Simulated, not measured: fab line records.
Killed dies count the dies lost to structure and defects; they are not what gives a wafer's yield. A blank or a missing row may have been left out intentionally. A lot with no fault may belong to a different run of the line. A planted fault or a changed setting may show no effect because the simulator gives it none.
fab line records	flow gf180mcu
[record] lots = 7	wafers = 21	lastDay = 33
route steps=602 shown SALICIDE@286 CONTACT@287
lots with no fault: from the same line, run without faults
startH: the number of hours between the record's first day and the start of the first shown wafer of the lot	waitH: time in hours since the lot's previous step	" same as the row above	L1.1+2: one row covering several wafers at once	- no value present, or no start provided	* or withheld: withheld	< > ~ a bound
route shown NAME@n: NAME is a module with steps in the file, n the number in the route of the first one	usual: mean and standard deviation over wafers with no fault	same: alike in all rows	chamber/n: place in a boat	sites: per-site readings	_std_site: standard deviation of those values	_edge_site: outer sites' mean less inner sites'	radiusMm: how far each site lies from the wafer's centre	mask NAME#n: copy n	behind: the most recent tool/chamber to have shaped the wafer	hold: reason for holding the lot/hours on hold/outcome of the hold	device: whichever transistor did not switch (one of n, p or np)	end of line: the same wafers' tests at the end of the route	a step without rows: its recipe alone	killed: count of dies lost to structure and defects at first sort (not the wafer's yield)	map: the dies of a wafer, with x for killed, . for not killed, _ for no die there
set.NAME: the setting the step ran with; set.NAME@STEP: the setting that earlier step ran with	model.NAME: the simulator's own value behind a step, which no gauge read
lots at selected steps of the route; one table per step, one row per wafer
services: a tool's chamber out of use, with start hour (startH, from the record's first day; less than 0 if before it), hours out, and reason
[[steps]]
[step GF_SALICIDE_RTA_08]
[recipe] tempC = 800	timeS = 30	ambient = N2
[usual] lampPowerPct = 16.6/1.3	wafer_temp_C_max = 803.9/0.9
lot.wafer	tool	chamber	startH	waitH	lampPowerPct	wafer_temp_C_max
L134.2	rtpAnneal-02	0	406.27	0.0	17.9	803.7
L134.3	"	0	"	"	17.8	804.6
L134.6	"	0	"	"	17.8	803.9
L135.2	rtpAnneal-02	0	415.74	0.0	17.8	803.6
L135.3	"	0	"	"	17.8	803.3
L135.6	"	0	"	"	17.8	803.3
L136.2	rtpAnneal-01	0	427.25	0.0	15.3	803.8
L136.3	"	0	"	"	15.3	804.8
L136.4	"	0	"	"	15.3	803.7
L140.2	rtpAnneal-02	0	459.03	0.0	17.8	803.8
L140.4	"	0	"	"	17.9	803.6
L140.6	"	0	"	"	17.9	803.6
L142.3	rtpAnneal-02	0	475.36	0.0	17.8	802.3
L142.4	"	0	"	"	17.8	802.5
L142.5	"	0	"	"	17.9	802.3
L143.1	rtpAnneal-02	0	480.19	0.0	17.8	803.3
L143.3	"	0	"	"	17.9	803.0
L143.6	"	0	"	"	17.8	803.2
L147.2	rtpAnneal-02	0	515.76	0.0	17.9	803.4
L147.3	"	0	"	"	17.9	803.3
L147.6	"	0	"	"	17.8	803.8
[step GF_CONTACT_CVD_00]
[recipe] material = SiO2	targetThkNm = 300	sigmaOpenFrac = 0.3	tempC = 400	timeS = 50	sih4FlowSccm = 60	pressureMtorr = 6
[step GF_CONTACT_THK_MEAS_01]
[recipe] reads = SiO2_of_CONTACT_CVD_00
[usual] CONTACT_CVD_00_THK = 300/3.3
lot.wafer	tool	chamber	startH	waitH	CONTACT_CVD_00_THK[nm]
L134.2	filmMetro-03	-	406.49	0.0	299
L134.3	"	-	"	"	300
L134.6	"	-	"	"	297
L135.2	filmMetro-03	-	415.87	0.0	304
L135.3	"	-	"	"	301
L135.6	"	-	"	"	301
L136.2	filmMetro-01	-	427.39	0.0	298
L136.3	"	-	"	"	298
L136.4	"	-	"	"	295
L140.2	filmMetro-03	-	459.17	0.0	300
L140.4	"	-	"	"	303
L140.6	"	-	"	"	302
L142.3	filmMetro-01	-	475.49	0.0	295
L142.4	"	-	"	"	295
L142.5	"	-	"	"	306
L143.1	filmMetro-03	-	480.33	0.0	304
L143.3	"	-	"	"	306
L143.6	"	-	"	"	306
L147.2	filmMetro-03	-	515.90	0.0	307
L147.3	"	-	"	"	303
L147.6	"	-	"	"	308
[step GF_CONTACT_CVD_02]
[recipe] material = SiO2	targetThkNm = 860	precursor = TEOS	tempC = 400	timeS = 95.992	rfW = 600
[usual] heaterPowerW = 629/88
lot.wafer	tool	chamber	startH	waitH	heaterPowerW
L134.2	pecvd-01	0	406.54	0.0	722
L134.3	"	2	"	"	550
L134.6	"	1	"	"	599
L135.2	pecvd-02	2	415.92	0.0	602
L135.3	"	0	"	"	657
L135.6	"	1	"	"	699
L136.2	pecvd-01	0	427.44	0.0	694
L136.3	"	2	"	"	602
L136.4	"	1	"	"	646
L140.2	pecvd-04	2	459.22	0.0	663
L140.4	"	2	"	"	700
L140.6	"	0	"	"	771
L142.3	pecvd-02	0	475.57	0.1	554
L142.4	"	2	"	"	577
L142.5	"	0	"	"	642
L143.1	pecvd-04	1	480.39	0.1	432
L143.3	"	2	"	"	576
L143.6	"	0	"	"	760
L147.2	pecvd-02	2	515.95	0.0	570
L147.3	"	0	"	"	695
L147.6	"	1	"	"	679
[step GF_CONTACT_THK_MEAS_03]
[recipe] reads = SiO2_of_CONTACT_CVD_02
[usual] CONTACT_CVD_02_THK = 864/14
lot.wafer	tool	chamber	startH	waitH	CONTACT_CVD_02_THK[nm]
L134.2	filmMetro-03	-	406.62	0.0	854
L134.3	"	-	"	"	853
L134.6	"	-	"	"	869
L135.2	filmMetro-04	-	416.00	0.0	888
L135.3	"	-	"	"	867
L135.6	"	-	"	"	861
L136.2	filmMetro-03	-	427.52	0.0	866
L136.3	"	-	"	"	860
L136.4	"	-	"	"	878
L140.2	filmMetro-01	-	459.30	0.0	853
L140.4	"	-	"	"	867
L140.6	"	-	"	"	855
L142.3	filmMetro-04	-	475.66	0.1	881
L142.4	"	-	"	"	884
L142.5	"	-	"	"	876
L143.1	filmMetro-03	-	480.46	0.0	853
L143.3	"	-	"	"	872
L143.6	"	-	"	"	876
L147.2	filmMetro-03	-	516.03	0.0	877
L147.3	"	-	"	"	868
L147.6	"	-	"	"	854
[step GF_CONTACT_CMP_04]
[recipe] material = SiO2	downForcePsi = 4	platenRpm = 60	padVelocityMS = 0.94248
[usual] edgeZonePressureFrac = 1.000/0.0056	motorCurrentA = 12.2/1.1	retainingRingPressureFrac = 1.001/0.0052	timeToEndpointS = 112/7
lot.wafer	tool	chamber	startH	waitH	edgeZonePressureFrac	motorCurrentA	retainingRingPressureFrac	timeToEndpointS
L134.3	cmp-01	3	406.67	0.0	1.001	13.6	0.995	114
L134.2	"	2	"	"	1.005	12.7	0.999	115
L134.6	"	3	"	"	1.007	14.3	0.991	116
L135.3	cmp-01	0	416.15	0.1	0.999	11.2	1.009	113
L135.2	"	1	"	"	1.009	10.5	1.000	121
L135.6	"	2	"	"	0.998	12.8	1.003	115
L136.2	cmp-02	1	427.57	0.0	1.006	11.8	0.997	107
L136.3	"	2	"	"	0.992	12.2	1.010	100
L136.4	"	3	"	"	0.999	13.0	1.011	121
L140.2	cmp-02	3	459.40	0.1	0.989	13.4	1.000	107
L140.4	"	1	"	"	0.998	11.9	1.010	105
L140.6	"	3	"	"	0.996	13.9	0.991	109
L142.4	cmp-01	0	475.75	0.1	1.000	10.3	0.998	122
L142.3	"	2	"	"	1.001	12.6	1.003	116
L142.5	"	3	"	"	1.011	13.5	0.998	116
L143.1	cmp-02	1	480.52	0.1	1.006	11.9	1.006	101
L143.3	"	0	"	"	1.000	11.4	1.004	111
L143.6	"	2	"	"	1.006	11.7	0.998	105
L147.3	cmp-02	0	516.18	0.1	1.005	11.5	0.997	110
L147.2	"	1	"	"	1.008	11.7	0.998	104
L147.6	"	2	"	"	0.996	12.1	1.002	99
[step GF_CONTACT_BOW_MEAS_05]
[recipe] mode = bow
[usual] CONTACT_BOW = 65/6.8
lot.wafer	tool	chamber	startH	waitH	CONTACT_BOW[um]
L134.2	filmMetro-01	-	406.99	0.1	77
L134.3	"	-	"	"	67
L134.6	"	-	"	"	59
L135.2	filmMetro-03	-	416.37	0.1	61
L135.3	"	-	"	"	63
L135.6	"	-	"	"	68
L136.2	filmMetro-04	-	427.89	0.3	72
L136.3	"	-	"	"	64
L136.4	"	-	"	"	66
L140.2	filmMetro-01	-	459.67	0.2	53
L140.4	"	-	"	"	68
L140.6	"	-	"	"	54
L142.3	filmMetro-03	-	476.04	0.1	73
L142.4	"	-	"	"	69
L142.5	"	-	"	"	57
L143.1	filmMetro-04	-	480.82	0.2	57
L143.3	"	-	"	"	58
L143.6	"	-	"	"	59
L147.2	filmMetro-03	-	516.40	0.1	72
L147.3	"	-	"	"	65
L147.6	"	-	"	"	76
[step GF_CONTACT_DEHYDRATE_06]
[recipe] tempC = 200	timeS = 60
[step GF_CONTACT_HMDS_07]
[recipe] primeTimeS = 60	primeTempC = 120
[step GF_CONTACT_COAT_08]
[recipe] resist = BARC	tempC = withheld	timeS = withheld	spinRpm = withheld	resistThkNm = withheld
[step GF_CONTACT_COAT_09]
[recipe] resist = KrF	spinRpm = withheld	resistThkNm = 1000
[step GF_CONTACT_SOFTBAKE_10]
[recipe] tempC = 130	timeS = 60	resist = KrF
[step GF_CONTACT_EXPOSE_11]
[recipe] maskId = Contact	targetCdNm = 220	na = 0.68	sourceShape = conventional	sigmaOuter = 0.6	doseMj = 38
[usual] exposureDoseMJCm2 = 37.97/0.033	focusOffsetNm = 0.1/0.51
lot.wafer	tool	chamber	startH	waitH	mask	exposureDoseMJCm2	focusOffsetNm
L134.2	krfScanner-02	-	419.37	-	Contact#0	-	-
L134.3	"	-	"	"	Contact#0	-	-
L134.6	"	-	"	"	Contact#0	-	-
L135.2	krfScanner-02	-	428.32	-	Contact#0	-	-
L135.3	"	-	"	"	Contact#0	-	-
L135.6	"	-	"	"	Contact#0	-	-
L136.2	krfScanner-01	-	440.36	-	Contact#0	-	-
L136.3	"	-	"	"	Contact#0	-	-
L136.4	"	-	"	"	Contact#0	-	-
L140.2	krfScanner-02	0	471.96	-	Contact#0	37.98	0.9
L140.4	"	0	"	"	Contact#0	37.97	0.3
L140.6	"	0	"	"	Contact#0	37.96	0.9
L142.3	krfScanner-01	0	488.11	-	Contact#0	37.99	0.1
L142.4	"	0	"	"	Contact#0	37.95	0.5
L142.5	"	0	"	"	Contact#0	38.02	0.4
L143.1	krfScanner-02	0	493.14	-	Contact#0	38.01	0.2
L143.3	"	0	"	"	Contact#0	38.00	0.6
L143.6	"	0	"	"	Contact#0	38.01	-0.8
L147.2	krfScanner-02	0	528.19	-	Contact#0	37.98	-0.5
L147.3	"	0	"	"	Contact#0	37.93	0.4
L147.6	"	0	"	"	Contact#0	37.91	0.1
[step GF_CONTACT_PEB_12]
[recipe] pebTempC = 135	pebTimeS = 90	resist = KrF
[[services]]
tool	chamber	startH	hours	kind
cmp-02	-	383.60	1.7	repair
krfScanner-01	0	385.48	-	calibration
cmp-02	-	404.00	4.0	pm
cmp-02	-	408.00	-	consumableReplace:conditioner
cmp-02	-	408.00	-	consumableReplace:pad
pecvd-02	-	417.30	1.2	repair
krfScanner-01	-	419.08	0.3	repair
cmp-01	-	423.71	2.8	repair
cmp-01	-	426.53	6.1	pm
krfScanner-01	-	428.85	1.0	pm
krfScanner-02	0	429.14	-	calibration
krfScanner-02	-	434.30	0.8	pm
krfScanner-02	-	455.05	3.6	pm
krfScanner-01	-	458.61	1.3	pm
cmp-01	-	459.43	15.1	pm
krfScanner-02	-	462.06	0.8	pm
krfScanner-02	-	464.75	0.9	repair
pecvd-02	1	473.57	3.4	repair
krfScanner-02	-	475.99	0.1	repair
cmp-01	-	498.85	0.6	repair
krfScanner-02	-	508.24	1.0	pm
pecvd-04	-	511.77	0.5	repair
krfScanner-02	-	526.08	1.3	pm
[[key]]
[firstSign] step = GF_CONTACT_EXPOSE_11	reading = toolRecord	direction = missing
effect none on later readings
metAt GF_CONTACT_EXPOSE_11
struckWafers L134.2,L134.3,L134.6,L135.2,L135.3,L135.6,L136.2,L136.3,L136.4
laterRowsLeftOut L134.2,L134.3,L134.6,L135.2,L135.3,L135.6,L136.2,L136.3,L136.4
sortLeftOut L134.2,L134.3,L134.6,L135.2,L135.3,L135.6,L136.2,L136.3,L136.4
testerLeftOut L134,L135,L136
[fault] kind = skippedStepWhole	tool = krfScanner-01,krfScanner-02	chamber = -	onsetH = 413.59	steps = GF_CONTACT_EXPOSE_11	scope = struckLotsOnly
// testerLeftOut: of these lots the tester's yield and bins aren't shown, on N5 and GAA mostly nor the transistor test; their killed dies are dies lost to structure and defects alone, not to doping, threshold or leakage, so they don't give the yield
// sortLeftOut: the simulated sort isn't trusted on such a fault, so these wafers' sort isn't shown, and their yield isn't known
// laterRowsLeftOut: the simulator's readings of these wafers behind a module that went badly wrong aren't trusted and aren't shown, but for the sort
